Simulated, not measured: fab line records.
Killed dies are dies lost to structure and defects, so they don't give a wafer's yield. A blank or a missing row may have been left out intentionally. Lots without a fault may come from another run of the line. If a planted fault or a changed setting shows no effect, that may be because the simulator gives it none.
fab line records | flow gf180mcu | part 1 of 2: steps 1 to 27 of 34
record lots=5 | wafers=15 | last_day=34
route steps=602 shown M5@538 V5@540 TOP_METAL@567
lots with no fault: from the same line, run without faults
start_h: hours from the record's opening day to when the first of the lot's shown wafers began | wait_h: time in hours since the lot's previous step | " same as the row above | L1.1+2: a single row standing in for several wafers | - no value, or no start given | * or withheld: withheld | < > ~ a bound
route shown NAME@n: names a module that has steps shown in the file, with the first one's number in the route | usual: the fault-free wafers' mean and standard deviation | same: alike in all rows | chamber/n: place in a boat | sites: readings site by site | _std_site: standard deviation of those values | _edge_site: inner sites' mean taken away from outer sites' mean | radius_mm: for every site, how far away it sits from the centre of the wafer | mask NAME#n: copy n | behind: the tool/chamber that last shaped the wafer | hold: the reason the lot was held/the length of the hold in hours/how it ended | device: which transistor (n, p or np) failed to switch | end of line: the tests these same wafers got at the end of their route | a step given without rows: its recipe and nothing more | killed: at the first sort, the dies lost to defects and structure; wafer yield is something else | map: dies across one wafer; x = killed, . = not, _ = none there
set.NAME: the setting the step ran with; set.NAME@STEP: the setting that earlier step ran with | model.NAME: the simulator's own value behind a step, which no gauge read
lots seen at some steps along the route; tables by step, rows by wafer
services: from which hour (start_h, from the record's first day; less than 0 if before it) a tool's chamber was out of use, for how many hours, and why
## steps
# step GF_M5_STRIP_12
# recipe chemistry=post_etch_residue_remover | time_s=1200 | temp_c=72.5
# usual bath_heat_duty_pct=13.8/1.4
lot.wafer | tool         | chamber | start_h | wait_h | bath_heat_duty_pct
L081.3    | wet_bench-03 | 1       | 663.85  | 0.0    | 15.5
L081.4    | "            | 1       | "       | "      | 15.4
L081.5    | "            | 1       | "       | "      | 15.3
L084.3    | wet_bench-03 | 3       | 682.51  | 0.0    | 15.5
L084.4    | "            | 3       | "       | "      | 14.2
L084.6    | "            | 3       | "       | "      | 15.8
L090.4    | wet_bench-04 | 3       | 721.55  | 0.0    | 10.5
L090.5    | "            | 3       | "       | "      | 11.1
L090.6    | "            | 3       | "       | "      | 10.0
L095.2    | wet_bench-04 | 2       | 753.50  | 0.1    | 13.7
L095.4    | "            | 2       | "       | "      | 13.5
L095.5    | "            | 2       | "       | "      | 14.5
L096.1    | wet_bench-03 | 1       | 760.26  | 0.1    | 14.5
L096.4    | "            | 1       | "       | "      | 13.5
L096.6    | "            | 1       | "       | "      | 16.3
# step GF_M5_CLEAN_13
# recipe chemistry=DIW | dry=n2_spin
lot.wafer  | tool         | chamber | start_h | wait_h
L081.3+4+5 | wet_bench-04 | 0       | 664.19  | 0.0
L084.3+4+6 | wet_bench-01 | 0       | 682.88  | 0.0
L090.4+5+6 | wet_bench-01 | 2       | 721.95  | 0.0
L095.2+4+5 | wet_bench-03 | 0       | 753.84  | 0.0
L096.1+4+6 | wet_bench-04 | 3       | 760.60  | 0.0
# step GF_V5_CVD_00
# recipe material=SiO2 | target_thk_nm=300 | sigma_open_frac=0.3 | temp_c=400 | time_s=50 | sih4_flow_sccm=60 | pressure_mtorr=6
# usual susceptor_temp_C=399.96/0.24
lot.wafer | tool      | chamber | start_h | wait_h | susceptor_temp_C
L081.3    | hdpcvd-01 | 2       | 664.39  | 0.0    | 399.97
L081.4    | "         | 1       | "       | "      | 400.25
L081.5    | "         | 2       | "       | "      | 400.34
L084.3    | hdpcvd-02 | 2       | 682.97  | 0.0    | 400.12
L084.4    | "         | 2       | "       | "      | 399.71
L084.6    | "         | 1       | "       | "      | 400.08
L090.4    | hdpcvd-01 | 1       | 722.07  | 0.0    | 399.99
L090.5    | "         | 2       | "       | "      | 399.80
L090.6    | "         | 0       | "       | "      | 399.80
L095.2    | hdpcvd-01 | 1       | 753.93  | 0.0    | 399.85
L095.4    | "         | 1       | "       | "      | 400.01
L095.5    | "         | 0       | "       | "      | 400.17
L096.1    | hdpcvd-01 | 0       | 760.70  | 0.0    | 399.57
L096.4    | "         | 2       | "       | "      | 400.12
L096.6    | "         | 1       | "       | "      | 399.93
# step GF_V5_THK_MEAS_01
# recipe reads=SiO2_of_V5_CVD_00
# usual V5_CVD_00_THK=300/3
lot.wafer | tool          | chamber | start_h | wait_h | V5_CVD_00_THK[nm]
L081.3    | film_metro-02 | -       | 664.46  | 0.0    | 302
L081.4    | "             | -       | "       | "      | 302
L081.5    | "             | -       | "       | "      | 301
L084.3    | film_metro-03 | -       | 683.04  | 0.0    | 300
L084.4    | "             | -       | "       | "      | 302
L084.6    | "             | -       | "       | "      | 295
L090.4    | film_metro-02 | -       | 722.12  | 0.0    | 297
L090.5    | "             | -       | "       | "      | 300
L090.6    | "             | -       | "       | "      | 299
L095.2    | film_metro-02 | -       | 753.98  | 0.0    | 295
L095.4    | "             | -       | "       | "      | 297
L095.5    | "             | -       | "       | "      | 300
L096.1    | film_metro-02 | -       | 760.75  | 0.0    | 305
L096.4    | "             | -       | "       | "      | 307
L096.6    | "             | -       | "       | "      | 302
# step GF_V5_CVD_02
# recipe material=SiO2 | target_thk_nm=1450 | precursor=TEOS | temp_c=400 | time_s=163.28 | rf_w=600
# usual heater_power_w=630/110 | rf_fwd_power_W=597.6/2 | susceptor_temp_C=400.00/0.21
lot.wafer | tool     | chamber | start_h | wait_h | heater_power_w | rf_fwd_power_W | susceptor_temp_C
L081.3    | pecvd-04 | 0       | 664.50  | 0.0    | 535            | 600.9          | 399.51
L081.4    | "        | 1       | "       | "      | 612            | 601.4          | 399.86
L081.5    | "        | 0       | "       | "      | 452            | 600.5          | 399.70
L084.3    | pecvd-03 | 1       | 683.08  | 0.0    | 494            | 597.9          | 399.90
L084.4    | "        | 2       | "       | "      | 538            | 597.3          | 400.13
L084.6    | "        | 0       | "       | "      | 819            | 598.9          | 400.20
L090.4    | pecvd-02 | 0       | 722.20  | 0.1    | 521            | 597.7          | 400.27
L090.5    | "        | 2       | "       | "      | 706            | 595.1          | 399.97
L090.6    | "        | 1       | "       | "      | 740            | 599.9          | 400.16
L095.2    | pecvd-02 | 0       | 754.03  | 0.0    | 534            | 598.8          | 399.96
L095.4    | "        | 2       | "       | "      | 593            | 598.6          | 400.37
L095.5    | "        | 0       | "       | "      | 618            | 599.3          | 399.90
L096.1    | pecvd-03 | 1       | 760.81  | 0.1    | 573            | 593.9          | 399.91
L096.4    | "        | 0       | "       | "      | 671            | 594.0          | 400.01
L096.6    | "        | 2       | "       | "      | 559            | 594.7          | 400.07
# step GF_V5_THK_MEAS_03
# recipe reads=SiO2_of_V5_CVD_02
# usual V5_CVD_02_THK=1461/21
lot.wafer | tool          | chamber | start_h | wait_h | V5_CVD_02_THK[nm]
L081.3    | film_metro-01 | -       | 664.63  | 0.1    | 1437
L081.4    | "             | -       | "       | "      | 1462
L081.5    | "             | -       | "       | "      | 1438
L084.3    | film_metro-02 | -       | 683.20  | 0.1    | 1451
L084.4    | "             | -       | "       | "      | 1466
L084.6    | "             | -       | "       | "      | 1478
L090.4    | film_metro-02 | -       | 722.29  | 0.0    | 1467
L090.5    | "             | -       | "       | "      | 1516
L090.6    | "             | -       | "       | "      | 1473
L095.2    | film_metro-02 | -       | 754.15  | 0.1    | 1469
L095.4    | "             | -       | "       | "      | 1498
L095.5    | "             | -       | "       | "      | 1494
L096.1    | film_metro-01 | -       | 760.91  | 0.1    | 1439
L096.4    | "             | -       | "       | "      | 1489
L096.6    | "             | -       | "       | "      | 1469
# step GF_V5_CMP_04
# recipe material=SiO2 | down_force_psi=4 | platen_rpm=60 | pad_velocity_m_s=0.94248
# usual motor_current_A=12.2/1.2 | platen_rpm=60.00/0.035 | slurry_flow_ml_min=150.0/0.44
lot.wafer | tool   | chamber | start_h | wait_h | motor_current_A | platen_rpm | slurry_flow_ml_min
L081.3    | cmp-02 | 1       | 664.72  | 0.1    | 13.6            | 60.08      | 150.1
L081.4    | "      | 2       | "       | "      | 11.9            | 60.06      | 150.0
L081.5    | "      | 1       | "       | "      | 14.6            | 60.03      | 150.2
L084.4    | cmp-02 | 3       | 683.29  | 0.1    | 11.6            | 60.06      | 149.5
L084.3    | "      | 1       | "       | "      | 14.3            | 59.98      | 150.4
L084.6    | "      | 3       | "       | "      | 11.1            | 59.98      | 150.3
L090.4    | cmp-02 | 0       | 722.37  | 0.1    | 12.3            | 60.04      | 149.8
L090.6    | "      | 3       | "       | "      | 11.5            | 60.02      | 149.4
L090.5    | "      | 0       | "       | "      | 13.3            | 59.98      | 150.0
L095.4    | cmp-01 | 2       | 754.30  | 0.1    | 11.1            | 60.04      | 150.7
L095.2    | "      | 3       | "       | "      | 12.4            | 60.02      | 150.3
L095.5    | "      | 0       | "       | "      | 12.2            | 59.93      | 150.3
L096.1    | cmp-01 | 0       | 760.97  | 0.1    | 11.3            | 60.00      | 149.4
L096.4    | "      | 3       | "       | "      | 12.2            | 59.99      | 150.1
L096.6    | "      | 1       | "       | "      | 11.2            | 59.96      | 150.8
# step GF_V5_BOW_MEAS_05
# recipe mode=bow
# usual V5_BOW=135/10
lot.wafer | tool          | chamber | start_h | wait_h | V5_BOW[um]
L081.3    | film_metro-03 | -       | 665.01  | 0.2    | 123
L081.4    | "             | -       | "       | "      | 120
L081.5    | "             | -       | "       | "      | 115
L084.3    | film_metro-02 | -       | 683.58  | 0.1    | 123
L084.4    | "             | -       | "       | "      | 134
L084.6    | "             | -       | "       | "      | 137
L090.4    | film_metro-03 | -       | 722.68  | 0.3    | 144
L090.5    | "             | -       | "       | "      | 130
L090.6    | "             | -       | "       | "      | 135
L095.2    | film_metro-02 | -       | 754.52  | 0.1    | 128
L095.4    | "             | -       | "       | "      | 147
L095.5    | "             | -       | "       | "      | 135
L096.1    | film_metro-02 | -       | 761.27  | 0.2    | 147
L096.4    | "             | -       | "       | "      | 151
L096.6    | "             | -       | "       | "      | 138
# step GF_V5_DEHYDRATE_06
# recipe temp_c=200 | time_s=60
lot.wafer  | tool           | chamber | start_h | wait_h
L081.3+4+5 | litho_track-02 | 0       | 674.43  | 9.4
L084.3+4+6 | litho_track-01 | 0       | 693.10  | 9.5
L090.4+5+6 | litho_track-02 | 0       | 731.36  | 8.7
L095.2+4+5 | litho_track-04 | 0       | 761.39  | 6.9
L096.1+4+6 | litho_track-04 | 0       | 769.32  | 8.0
# step GF_V5_HMDS_07
# recipe prime_time_s=60 | prime_temp_c=120
lot.wafer  | tool           | chamber | start_h | wait_h
L081.3+4+5 | litho_track-02 | 0       | 674.58  | 0.1
L084.3+4+6 | litho_track-01 | 0       | 693.25  | 0.1
L090.4+5+6 | litho_track-02 | 0       | 731.51  | 0.1
L095.2+4+5 | litho_track-04 | 0       | 761.54  | 0.1
L096.1+4+6 | litho_track-04 | 0       | 769.47  | 0.1
# step GF_V5_COAT_08
# recipe resist=BARC | temp_c=withheld | time_s=withheld | spin_rpm=withheld | resist_thk_nm=withheld
# usual dispense_pressure_kPa=49.7/2.4
lot.wafer | tool           | chamber | start_h | wait_h | dispense_pressure_kPa
L081.3    | litho_track-02 | 0       | 674.73  | 0.1    | 51.2
L081.4    | "              | 0       | "       | "      | 51.2
L081.5    | "              | 0       | "       | "      | 51.2
L084.3    | litho_track-01 | 0       | 693.40  | 0.1    | 45.9
L084.4    | "              | 0       | "       | "      | 45.9
L084.6    | "              | 0       | "       | "      | 46.0
L090.4    | litho_track-02 | 0       | 731.66  | 0.1    | 51.2
L090.5    | "              | 0       | "       | "      | 51.2
L090.6    | "              | 0       | "       | "      | 51.2
L095.2    | litho_track-04 | 0       | 761.69  | 0.1    | 51.4
L095.4    | "              | 0       | "       | "      | 51.5
L095.5    | "              | 0       | "       | "      | 51.4
L096.1    | litho_track-04 | 0       | 769.62  | 0.1    | 51.5
L096.4    | "              | 0       | "       | "      | 51.5
L096.6    | "              | 0       | "       | "      | 51.5
# step GF_V5_COAT_09
# recipe resist=KrF | spin_rpm=withheld | resist_thk_nm=1000
# usual dispense_pressure_kPa=49.7/2.5
lot.wafer | tool           | chamber | start_h | wait_h | dispense_pressure_kPa
L081.3    | litho_track-02 | 0       | -       | -      | 51.1
L081.4    | "              | 0       | "       | "      | 51.1
L081.5    | "              | 0       | "       | "      | 51.1
L084.3    | litho_track-01 | 0       | -       | -      | 45.8
L084.4    | "              | 0       | "       | "      | 45.8
L084.6    | "              | 0       | "       | "      | 45.8
L090.4    | litho_track-02 | 0       | -       | -      | 51.1
L090.5    | "              | 0       | "       | "      | 51.1
L090.6    | "              | 0       | "       | "      | 51.0
L095.2    | litho_track-04 | 0       | -       | -      | 51.5
L095.4    | "              | 0       | "       | "      | 51.5
L095.5    | "              | 0       | "       | "      | 51.5
L096.1    | litho_track-04 | 0       | -       | -      | 51.5
L096.4    | "              | 0       | "       | "      | 51.5
L096.6    | "              | 0       | "       | "      | 51.5
# step GF_V5_SOFTBAKE_10
# recipe temp_c=130 | time_s=60 | resist=KrF
lot.wafer  | tool           | chamber | start_h | wait_h
L081.3+4+5 | litho_track-02 | 0       | -       | -
L084.3+4+6 | litho_track-01 | 0       | -       | -
L090.4+5+6 | litho_track-02 | 0       | -       | -
L095.2+4+5 | litho_track-04 | 0       | -       | -
L096.1+4+6 | litho_track-04 | 0       | -       | -
# step GF_V5_EXPOSE_11
# recipe mask_id=Via5 | target_cd_nm=260 | na=0.68 | source_shape=conventional | sigma_outer=0.6 | dose_mj=38
# same na=0.68
lot.wafer  | tool           | chamber | start_h | wait_h | mask
L081.3+4+5 | krf_scanner-02 | 0       | -       | -      | Via5#0
L084.3+4+6 | krf_scanner-02 | 0       | -       | -      | Via5#0
L090.4+5+6 | krf_scanner-02 | 0       | -       | -      | Via5#0
L095.2+4+5 | krf_scanner-02 | 0       | -       | -      | Via5#0
L096.1+4+6 | krf_scanner-01 | 0       | -       | -      | Via5#0
# step GF_V5_PEB_12
# recipe peb_temp_c=135 | peb_time_s=90 | resist=KrF
lot.wafer  | tool           | chamber | start_h | wait_h
L081.3+4+5 | litho_track-04 | 0       | -       | -
L084.3+4+6 | litho_track-01 | 0       | -       | -
L090.4+5+6 | litho_track-02 | 0       | -       | -
L095.2+4+5 | litho_track-02 | 0       | -       | -
L096.1+4+6 | litho_track-01 | 0       | -       | -
# step GF_V5_DEVELOP_13
# recipe develop_time_s=60 | resist=KrF | dev_temp_c=21
# usual developer_temp_C=21.00/0.094
lot.wafer | tool           | chamber | start_h | wait_h | developer_temp_C
L081.3    | litho_track-04 | 0       | 684.02  | 0.1    | 20.97
L081.4    | "              | 0       | "       | "      | 20.89
L081.5    | "              | 0       | "       | "      | 21.02
L084.3    | litho_track-01 | 0       | 702.45  | 0.1    | 21.03
L084.4    | "              | 0       | "       | "      | 21.05
L084.6    | "              | 0       | "       | "      | 20.97
L090.4    | litho_track-02 | 0       | 739.96  | 0.1    | 20.94
L090.5    | "              | 0       | "       | "      | 21.05
L090.6    | "              | 0       | "       | "      | 20.98
L095.2    | litho_track-02 | 0       | 769.91  | 0.2    | 20.88
L095.4    | "              | 0       | "       | "      | 20.92
L095.5    | "              | 0       | "       | "      | 20.96
L096.1    | litho_track-01 | 0       | 777.65  | 0.2    | 21.16
L096.4    | "              | 0       | "       | "      | 21.13
L096.6    | "              | 0       | "       | "      | 20.95
# step GF_V5_CD_MEAS_14
# recipe target_cd_nm=260
# usual cd_nm=260.3/1.2
lot.wafer | tool      | chamber | start_h | wait_h | cd_nm
L081.3    | cd_sem-01 | -       | 684.16  | 0.1    | 261.6
L081.4    | "         | -       | "       | "      | 261.6
L081.5    | "         | -       | "       | "      | 261.4
L084.3    | cd_sem-02 | -       | 702.59  | 0.1    | 259.9
L084.4    | "         | -       | "       | "      | 259.7
L084.6    | "         | -       | "       | "      | 260.4
L090.4    | cd_sem-01 | -       | 740.09  | 0.1    | 259.1
L090.5    | "         | -       | "       | "      | 258.9
L090.6    | "         | -       | "       | "      | 259.2
L095.2    | cd_sem-01 | -       | 770.08  | 0.1    | 262.3
L095.4    | "         | -       | "       | "      | 261.0
L095.5    | "         | -       | "       | "      | 261.5
L096.1    | cd_sem-01 | -       | 777.80  | 0.1    | 259.6
L096.4    | "         | -       | "       | "      | 259.8
L096.6    | "         | -       | "       | "      | 260.7
# step GF_V5_OVL_MEAS_15
# usual V5_OVL=1/5.7
lot.wafer | tool       | chamber | start_h | wait_h | V5_OVL[nm]
L081.3    | overlay-02 | -       | 684.25  | 0.1    | 1
L081.4    | "          | -       | "       | "      | 9
L081.5    | "          | -       | "       | "      | 2
L084.3    | overlay-02 | -       | 702.68  | 0.1    | 5
L084.4    | "          | -       | "       | "      | -4
L084.6    | "          | -       | "       | "      | 5
L090.4    | overlay-02 | -       | 740.17  | 0.1    | 5
L090.5    | "          | -       | "       | "      | -4
L090.6    | "          | -       | "       | "      | 8
L095.2    | overlay-02 | -       | 770.19  | 0.1    | 2
L095.4    | "          | -       | "       | "      | 9
L095.5    | "          | -       | "       | "      | 2
L096.1    | overlay-02 | -       | 777.92  | 0.1    | -13
L096.4    | "          | -       | "       | "      | -9
L096.6    | "          | -       | "       | "      | -7
# step GF_V5_ETCH_16
# recipe chemistry=N2/H2 | target_depth_a=withheld | overetch_a=withheld | time_s=withheld | target=BARC | ion_energy_ev=200 | source_w=500 | bias_w=100 | pressure_mtorr=30 | n2_flow_sccm=100 | h2_flow_sccm=200
# usual bias_w=99.96/0.26 | drypump_motor_current_A=5.7/0.48 | oes_product_au=0.855/0.0045 | rf_fwd_power_W=494.8/2.3 | throttle_valve_pct=13.226/0.0089
lot.wafer | tool        | chamber | start_h | wait_h | bias_w | drypump_motor_current_A | oes_product_au | rf_fwd_power_W | throttle_valve_pct
L081.3    | rie_diel-02 | 1       | 684.27  | 0.0    | 99.75  | 5.5                     | 0.853          | 498.2          | 13.212
L081.4    | "           | 1       | "       | "      | 99.64  | 5.6                     | 0.856          | 498.8          | 13.227
L081.5    | "           | 0       | "       | "      | 100.30 | 5.0                     | 0.860          | 493.4          | 13.229
L084.3    | rie_diel-03 | 3       | 702.71  | 0.0    | 99.88  | 4.9                     | 0.856          | 492.5          | 13.204
L084.4    | "           | 1       | "       | "      | 99.67  | 6.6                     | 0.853          | 495.5          | 13.217
L084.6    | "           | 1       | "       | "      | 99.59  | 6.6                     | 0.850          | 498.4          | 13.209
L090.4    | rie_diel-04 | 2       | 740.19  | 0.0    | 99.72  | 5.9                     | 0.851          | 497.6          | 13.229
L090.5    | "           | 1       | "       | "      | 99.90  | 5.3                     | 0.858          | 497.1          | 13.215
L090.6    | "           | 2       | "       | "      | 100.09 | 5.9                     | 0.849          | 498.0          | 13.229
L095.2    | rie_diel-04 | 2       | 770.22  | 0.0    | 100.38 | 5.9                     | 0.858          | 498.0          | 13.225
L095.4    | "           | 3       | "       | "      | 99.89  | 5.7                     | 0.857          | 496.7          | 13.222
L095.5    | "           | 2       | "       | "      | 100.38 | 5.9                     | 0.856          | 496.3          | 13.228
L096.1    | rie_diel-02 | 2       | 777.95  | 0.0    | 100.42 | 5.8                     | 0.853          | 496.9          | 13.210
L096.4    | "           | 3       | "       | "      | 99.90  | 5.9                     | 0.857          | 494.4          | 13.236
L096.6    | "           | 0       | "       | "      | 100.13 | 5.0                     | 0.860          | 493.5          | 13.212
# step GF_V5_ETCH_17
# recipe chemistry=C4F8/O2/Ar | mask_material=KrF | target=SiO2 | stop_on=TiN | source_w=1500 | bias_w=1200 | pressure_mtorr=40 | c4f8_flow_sccm=withheld | O2_flow_sccm=6 | Ar_flow_sccm=300 | time_s=withheld | target_depth_a=8550
# usual bias_w=1200/3.7 | oes_product_au=0.860/0.0045 | rf_fwd_power_W=1493/4.9
lot.wafer | tool        | chamber | start_h | wait_h | bias_w | oes_product_au | rf_fwd_power_W
L081.3    | rie_diel-02 | 1       | -       | -      | 1197   | 0.855          | 1494
L081.4    | "           | 1       | "       | "      | 1194   | 0.854          | 1495
L081.5    | "           | 0       | "       | "      | 1201   | 0.870          | 1494
L084.3    | rie_diel-03 | 3       | -       | -      | 1198   | 0.856          | 1501
L084.4    | "           | 1       | "       | "      | 1199   | 0.868          | 1488
L084.6    | "           | 1       | "       | "      | 1201   | 0.856          | 1495
L090.4    | rie_diel-04 | 2       | -       | -      | 1199   | 0.862          | 1492
L090.5    | "           | 1       | "       | "      | 1203   | 0.866          | 1505
L090.6    | "           | 2       | "       | "      | 1198   | 0.855          | 1503
L095.2    | rie_diel-04 | 2       | -       | -      | 1202   | 0.860          | 1492
L095.4    | "           | 3       | "       | "      | 1202   | 0.854          | 1489
L095.5    | "           | 2       | "       | "      | 1197   | 0.861          | 1490
L096.1    | rie_diel-02 | 2       | -       | -      | 1194   | 0.859          | 1493
L096.4    | "           | 3       | "       | "      | 1201   | 0.858          | 1496
L096.6    | "           | 0       | "       | "      | 1197   | 0.859          | 1492
# step GF_V5_STRIP_18
# recipe chemistry=O2/N2 | power_w=1400 | pressure_mtorr=1500 | platen_temp_c=250 | o2_flow_sccm=3000 | n2_flow_sccm=300 | overash_fraction=0.5
# usual drypump_motor_current_A=5.8/0.31 | heater_power_w=336/47 | oes_product_au=0.568/0.005 | platen_temp_c=250.02/0.18
lot.wafer | tool            | chamber | start_h | wait_h | drypump_motor_current_A | heater_power_w | oes_product_au | platen_temp_c | rf_hours_counter_h
L081.3    | plasma_asher-04 | 1       | 684.46  | -      | 5.5                     | 296            | 0.569          | 250.05        | -
L081.4    | "               | 0       | "       | "      | 6.2                     | 394            | 0.574          | 250.40        | -
L081.5    | "               | 1       | "       | "      | 5.5                     | 299            | 0.567          | 249.96        | -
L084.3    | plasma_asher-04 | 1       | 702.89  | -      | 5.5                     | 297            | 0.564          | 249.79        | -
L084.4    | "               | 0       | "       | "      | 6.2                     | 398            | 0.574          | 249.90        | -
L084.6    | "               | 1       | "       | "      | 5.5                     | 299            | 0.564          | 249.99        | -
L090.4    | plasma_asher-02 | 0       | 740.37  | -      | 5.8                     | 397            | 0.575          | 249.95        | -
L090.5    | "               | 1       | "       | "      | 5.8                     | 335            | 0.566          | 250.30        | -
L090.6    | "               | 0       | "       | "      | 5.8                     | 396            | 0.570          | 250.02        | -
L095.2    | plasma_asher-04 | 0       | 770.37  | -      | 6.2                     | 404            | 0.566          | 250.03        | 100
L095.4    | "               | 0       | "       | "      | 6.2                     | 402            | 0.577          | 250.05        | -
L095.5    | "               | 0       | "       | "      | 6.3                     | 388            | 0.568          | 250.16        | -
L096.1    | plasma_asher-04 | 1       | 778.11  | -      | 5.5                     | 292            | 0.563          | 249.94        | 101
L096.4    | "               | 0       | "       | "      | 6.2                     | 397            | 0.563          | 249.96        | -
L096.6    | "               | 0       | "       | "      | 6.3                     | 395            | 0.565          | 249.85        | -
# step GF_V5_STRIP_19
# recipe chemistry=post_etch_residue_remover | time_s=1200 | temp_c=72.5
# usual bath_heat_duty_pct=13.7/1.4
lot.wafer | tool         | chamber | start_h | wait_h | bath_heat_duty_pct
L081.3    | wet_bench-04 | 2       | 684.53  | 0.0    | 14.9
L081.4    | "            | 2       | "       | "      | 16.2
L081.5    | "            | 2       | "       | "      | 16.0
L084.3    | wet_bench-04 | 2       | 702.96  | 0.0    | 15.1
L084.4    | "            | 2       | "       | "      | 14.3
L084.6    | "            | 2       | "       | "      | 14.8
L090.4    | wet_bench-02 | 1       | 740.44  | 0.0    | 12.6
L090.5    | "            | 1       | "       | "      | 12.3
L090.6    | "            | 1       | "       | "      | 13.4
L095.2    | wet_bench-01 | 3       | 770.47  | 0.1    | 14.3
L095.4    | "            | 3       | "       | "      | 13.3
L095.5    | "            | 3       | "       | "      | 15.5
L096.1    | wet_bench-01 | 2       | 778.21  | 0.1    | 14.1
L096.4    | "            | 2       | "       | "      | 13.8
L096.6    | "            | 2       | "       | "      | 13.5
# step GF_V5_CLEAN_20
# recipe chemistry=DIW | dry=n2_spin
lot.wafer  | tool         | chamber | start_h | wait_h
L081.3+4+5 | wet_bench-02 | 0       | 684.87  | 0.0
L084.3+4+6 | wet_bench-01 | 2       | 703.30  | 0.0
L090.4+5+6 | wet_bench-01 | 3       | 740.81  | 0.0
L095.2+4+5 | wet_bench-04 | 3       | 770.81  | 0.0
L096.1+4+6 | wet_bench-04 | 3       | 778.55  | 0.0
# step GF_V5_SPUTTER_21
# recipe material=Ti | target_thk_nm=15 | chamber_pressure_pa=5 | power_w=2500 | substrate_temp_c=200 | time_s=80.02
# usual cathode_dc_power_W=2500.0/0.49 | throttle_valve_pct=30.4/0.73
lot.wafer | tool           | chamber | start_h | wait_h | cathode_dc_power_W | throttle_valve_pct
L081.3    | pvd_sputter-02 | -       | 684.99  | 0.0    | 2499.2             | 31.2
L081.4    | "              | -       | "       | "      | 2499.8             | 30.1
L081.5    | "              | -       | "       | "      | 2499.4             | 31.2
L084.3    | pvd_sputter-02 | -       | 703.39  | 0.0    | 2500.0             | 30.2
L084.4    | "              | -       | "       | "      | 2499.8             | 29.8
L084.6    | "              | -       | "       | "      | 2499.7             | 31.0
L090.4    | pvd_sputter-02 | -       | 740.94  | 0.0    | 2500.2             | 30.9
L090.5    | "              | -       | "       | "      | 2499.6             | 31.0
L090.6    | "              | -       | "       | "      | 2499.3             | 30.1
L095.2    | pvd_sputter-04 | -       | 770.90  | 0.0    | 2500.3             | 30.4
L095.4    | "              | -       | "       | "      | 2500.2             | 32.6
L095.5    | "              | -       | "       | "      | 2499.9             | 32.6
L096.1    | pvd_sputter-01 | -       | 778.64  | 0.0    | 2500.6             | 29.4
L096.4    | "              | -       | "       | "      | 2500.5             | 30.7
L096.6    | "              | -       | "       | "      | 2500.4             | 30.4
# step GF_V5_SPUTTER_22
# recipe material=TiN | target_thk_nm=10 | chamber_pressure_pa=5 | power_w=4000 | time_s=40
# usual cathode_dc_power_W=4000.1/0.75 | throttle_valve_pct=30.4/0.74
lot.wafer | tool           | chamber | start_h | wait_h | cathode_dc_power_W | throttle_valve_pct
L081.3    | pvd_sputter-02 | -       | 685.05  | 0.0    | 4001.4             | 31.1
L081.4    | "              | -       | "       | "      | 3999.2             | 30.1
L081.5    | "              | -       | "       | "      | 4001.1             | 31.0
L084.3    | pvd_sputter-02 | -       | 703.45  | 0.0    | 3999.6             | 30.0
L084.4    | "              | -       | "       | "      | 3999.9             | 29.6
L084.6    | "              | -       | "       | "      | 4000.6             | 31.1
L090.4    | pvd_sputter-02 | -       | 740.99  | 0.0    | 4000.2             | 30.8
L090.5    | "              | -       | "       | "      | 4000.8             | 31.1
L090.6    | "              | -       | "       | "      | 3999.9             | 29.9
L095.2    | pvd_sputter-04 | -       | 770.96  | 0.0    | 4001.6             | 30.6
L095.4    | "              | -       | "       | "      | 3999.8             | 32.5
L095.5    | "              | -       | "       | "      | 4000.5             | 32.7
L096.1    | pvd_sputter-01 | -       | 778.70  | 0.0    | 4000.6             | 29.5
L096.4    | "              | -       | "       | "      | 4000.9             | 30.2
L096.6    | "              | -       | "       | "      | 3999.4             | 30.5
# step GF_V5_CVD_23
# recipe material=W | target_thk_nm=350 | time_s=104.9 | temp_c=400 | pressure_torr=40
# usual heater_power_w=921/77 | susceptor_temp_C=400.03/0.19
lot.wafer | tool     | chamber | start_h | wait_h | heater_power_w | susceptor_temp_C
L081.3    | cvd_w-02 | 1       | 685.13  | 0.1    | 907            | 399.98
L081.4    | "        | 0       | "       | "      | 991            | 400.02
L081.5    | "        | 0       | "       | "      | 982            | 399.82
L084.3    | cvd_w-01 | 1       | 703.53  | 0.1    | 917            | 400.28
L084.4    | "        | 0       | "       | "      | 785            | 400.23
L084.6    | "        | 0       | "       | "      | 755            | 399.66
L090.4    | cvd_w-02 | 0       | 741.05  | 0.0    | 990            | 399.97
L090.5    | "        | 0       | "       | "      | 987            | 400.20
L090.6    | "        | 1       | "       | "      | 935            | 399.98
L095.2    | cvd_w-02 | 0       | 771.00  | 0.0    | 1018           | 400.59
L095.4    | "        | 0       | "       | "      | 985            | 400.00
L095.5    | "        | 0       | "       | "      | 988            | 399.77
L096.1    | cvd_w-02 | 1       | 778.74  | 0.0    | 918            | 400.00
L096.4    | "        | 0       | "       | "      | 1011           | 400.13
L096.6    | "        | 0       | "       | "      | 1012           | 400.24
# step GF_V5_RS_MEAS_24
# recipe thk_meas_gauge=four-point-probe | reads=W_of_V5_CVD_23+TiN_of_V5_SPUTTER_22+Ti_of_V5_SPUTTER_21
# usual V5_W_RS=0.326/0.0052
lot.wafer | tool          | chamber | start_h | wait_h | V5_W_RS[ohm/sq]
L081.3    | film_metro-03 | -       | 685.24  | 0.1    | 0.329
L081.4    | "             | -       | "       | "      | 0.332
L081.5    | "             | -       | "       | "      | 0.329
L084.3    | film_metro-02 | -       | 703.64  | 0.1    | 0.325
L084.4    | "             | -       | "       | "      | 0.323
L084.6    | "             | -       | "       | "      | 0.324
L090.4    | film_metro-01 | -       | 741.19  | 0.1    | 0.322
L090.5    | "             | -       | "       | "      | 0.326
L090.6    | "             | -       | "       | "      | 0.325
L095.2    | film_metro-02 | -       | 771.14  | 0.1    | 0.326
L095.4    | "             | -       | "       | "      | 0.331
L095.5    | "             | -       | "       | "      | 0.328
L096.1    | film_metro-03 | -       | 778.85  | 0.1    | 0.329
L096.4    | "             | -       | "       | "      | 0.326
L096.6    | "             | -       | "       | "      | 0.328
